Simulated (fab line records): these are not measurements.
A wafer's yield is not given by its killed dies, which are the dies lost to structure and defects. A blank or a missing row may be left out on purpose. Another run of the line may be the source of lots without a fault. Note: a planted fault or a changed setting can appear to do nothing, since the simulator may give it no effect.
Matching of chambers + flow sky130 + 4 sister chambers for SKY_LI_CONTACT_CMP_24 on cmp-01
The step polishes, stops on PSG, t overpolish 20 s, target thk 0 nm. 4 wafers are shown with their chamber, then 7 later ones without.

== WAFERS, EACH WITH ITS CHAMBER ==
| wafer  | chamber | motor_current_A (A) |
|--------|---------|---------------------|
| L187.5 | 2       | 9.4                 |
| L188.1 | 0       | 10.2                |
| L189.2 | 3       | 10.6                |
| L189.3 | 1       | 11.2                |

== WAFERS WITHOUT THEIR CHAMBER ==
| wafer  | motor_current_A (A) |
|--------|---------------------|
| L189.6 | 10.1                |
| L200.3 | 9.9                 |
| L200.4 | 11.0                |
| L200.5 | 9.9                 |
| L204.1 | 11.6                |
| L204.2 | 10.5                |
| L204.6 | 10.5                |

== CHAMBER TAKEN BY EACH ==
| wafer  | from the rows above          | in truth |
|--------|------------------------------|----------|
| L189.6 | can't be placed: 0 or 3      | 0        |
| L200.3 | can't be placed: 0 or 2 or 3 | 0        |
| L200.4 | can't be placed: 1 or 3      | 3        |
| L200.5 | can't be placed: 0 or 2 or 3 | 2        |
| L204.1 | 1                            | 1        |
| L204.2 | can't be placed: 3 or 0      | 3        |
| L204.6 | can't be placed: 3 or 0      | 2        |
Correct placement for 1 of the 7. Unplaceable from these rows: 6, with the true chamber sitting among the candidates in 5. 0 placed wrongly.
How it was worked out, from the rows above alone: a wafer's distance from a chamber is the root of the sum, over the readings, of the square of ((its reading less the chamber's mean) divided by the reading's scatter). If the next closest chamber is less than 2 further off than the closest, the wafer can't be placed; otherwise it belongs to the closest. Each chamber's mean is taken over the wafers shown for it. The scatter: root of mean squared gap, hidden wafer to nearest shown wafer, with one shown wafer a chamber.
